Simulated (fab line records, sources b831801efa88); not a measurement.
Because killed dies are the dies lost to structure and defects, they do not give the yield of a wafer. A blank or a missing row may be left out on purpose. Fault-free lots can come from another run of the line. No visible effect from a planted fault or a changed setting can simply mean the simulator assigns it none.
Which tool is to blame? | flow sky130 | 6 lots (18 wafers sampled), 1 step of a 708-step route

WHAT THE GAUGES READ, wafer by wafer
SKY_LOCAL_INTERCONNECT_CD_MEAS_11 targets a cd of 170 nm.
lot  | measured     | on        | cd-nm (nm)
L209 | day 30 21:28 | cd-sem-02 | 173.6 172.1 171.5
L210 | day 31 12:42 | cd-sem-01 | 168.1 167.5 167.1
L215 | day 32 22:34 | cd-sem-01 | 171.5 172.3 171.8
L219 | day 33 23:06 | cd-sem-02 | 169.6 170.6 169.7
L228 | day 36 22:19 | cd-sem-01 | 169.6 169.2 170.6
L230 | day 37 21:16 | cd-sem-01 | 168.6 169.9 169.3

TOOL THAT RAN EACH LOT (tool first, then ch and the chambers of the sampled wafers, then the start)
No process step before these readings appears in the record.

THE ANSWER, worked out from the rows above alone
Rule: the usual values come from the lots themselves. The widest of any qualifying gaps counts: lots, ordered by their means at a reading, are off when they make up no more than a third of the lots, leave a main group of 4 or more, and stand apart from it by 3 or more times the standard deviation of that group's means. The tables above print the reading to a certain number of digits; a main group whose means all agree to those digits is not used. Also off: a lot with no number at a reading for which 4 or more lots have one. Where the step has rows for the other lots, those lots are counted as sound.
Nothing can be told from this: no lot is off at any reading shown.

WHAT THE SIMULATOR HAD INSERTED
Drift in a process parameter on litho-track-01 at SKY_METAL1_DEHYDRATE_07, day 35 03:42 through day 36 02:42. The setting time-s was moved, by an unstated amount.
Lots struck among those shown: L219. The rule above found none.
